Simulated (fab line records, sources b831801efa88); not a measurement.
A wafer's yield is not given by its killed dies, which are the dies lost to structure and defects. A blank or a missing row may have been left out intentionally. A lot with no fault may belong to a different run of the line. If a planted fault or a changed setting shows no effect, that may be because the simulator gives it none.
Struck lot and sound lot, side by side | flow sky130 | 22 out of 708 route steps
Sound: wafers L957.4, L957.5, L957.6. Struck: wafer L969.5; the same lot's L969.4 was not struck, so it is left out; see the end for the cause.
Per side, at each step with rows, come the tool, then ch with its chambers, and then its first start. Under that, the readings that differ: sound wafers | struck wafers | difference of the means | sigmas: that difference in standard deviations of wafers without a fault.
alike: words and numbers the same on both sides, and readings whose means are apart by under 2 such deviations; not compared: readings that were withheld, readings missing a value for some wafer, numbers with overlapping values and no deviation given by the record, and bounds like >300 which may hide the same value.
The two part at a step that has a row with sigmas, a row that says differs or no value, or rows on one side only. Numbers that have no deviation but don't overlap get no sigmas and don't part them. Lack of a reading on every wafer of one side parts them only where that side has two or more wafers.

first, 4 steps without rows for these wafers: SKY_NWELL_SOFTBAKE_06; SKY_NWELL_EXPOSE_07 (exposes mask NWM, target cd 840 nm); SKY_NWELL_PEB_08; SKY_NWELL_DEVELOP_09 (develop time 60 s).
SKY_NWELL_OVL_MEAS_10:
  sound: overlay-02 at day 5 08:43; struck: overlay-02 at day 8 05:52
  alike: NWELL_00_OVL
then, 3 steps without rows for these wafers: SKY_NWELL_IMPLANT_11; SKY_NWELL_IMPLANT_12; SKY_NWELL_IMPLANT_13.
SKY_NWELL_STRIP_14: strips in O2/N2.
  sound on plasmaAsher-02 ch 0,1, day 5 09:13; struck on plasmaAsher-02 ch 1, day 8 06:22
reading                  | sound             | struck | difference | sigmas
stripTimeToEndpointS (s) | 37.07 37.13 37.00 | 36.86  | -0.21      | -2
  alike: drypumpMotorCurrentA, oesProductAu
  not compared: rfHoursCounterH
SKY_NWELL_TW_MEAS_15:
  sound: filmMetro-04 at day 5 09:19; struck: filmMetro-02 at day 8 06:28
  alike: NWELL_TW
then, 2 steps without rows for these wafers: SKY_NWELL_DEHYDRATE_16 (time 60 s); SKY_NWELL_HMDS_17 (prime time 60 s).
SKY_NWELL_COAT_18: resist thk 3000 nm.
  sound on lithoTrack-02 ch 0, day 5 17:40; struck on lithoTrack-02 ch 0, day 8 17:13
reading                                | sound          | struck | difference | sigmas
model.coat_of_NWELL_COAT_18.thkNm (nm) | 3015 3026 3024 | 2908   | -114       | 
then, 3 steps without rows for these wafers: SKY_NWELL_SOFTBAKE_19; SKY_NWELL_EXPOSE_20 (exposes mask NWM COMPLEMENT, target cd 840 nm); SKY_NWELL_PEB_21.
SKY_NWELL_DEVELOP_22: develop time 60 s.
  sound: lithoTrack-01 ch 0; struck: lithoTrack-01 ch 0
reading                                | sound          | struck | difference | sigmas
model.coat_of_NWELL_COAT_18.thkNm (nm) | 3010 3022 3019 | 2904   | -113       | 
SKY_NWELL_OVL_MEAS_23:
  sound: overlay-02 at day 6 03:22; struck: overlay-01 at day 9 03:46
  alike: NWELL_01_OVL
next, for these wafers, 1 step has no rows: SKY_NWELL_IMPLANT_24.
SKY_NWELL_STRIP_25: strips in O2/N2.
  sound on plasmaAsher-03 ch 0,1, day 6 03:34; struck on plasmaAsher-02 ch 1, day 9 03:58
reading                  | sound             | struck | difference | sigmas
stripTimeToEndpointS (s) | 37.09 37.20 37.19 | 35.88  | -1.28      | -12
  alike: drypumpMotorCurrentA, oesProductAu
  not compared: rfHoursCounterH
SKY_NWELL_TW_MEAS_26:
  sound: filmMetro-02 at day 6 03:40; struck: filmMetro-02 at day 9 04:04
  alike: NWELL_2_TW
next, for these wafers, 1 step has no rows: SKY_PAD_OPEN_PROBE_99.

== WHERE THEY PART ==
First at SKY_NWELL_STRIP_14; last, within this record, at SKY_NWELL_STRIP_25. Later steps at which nothing parts them and some readings are alike: SKY_NWELL_TW_MEAS_26.

WHY: the cause the simulator had injected
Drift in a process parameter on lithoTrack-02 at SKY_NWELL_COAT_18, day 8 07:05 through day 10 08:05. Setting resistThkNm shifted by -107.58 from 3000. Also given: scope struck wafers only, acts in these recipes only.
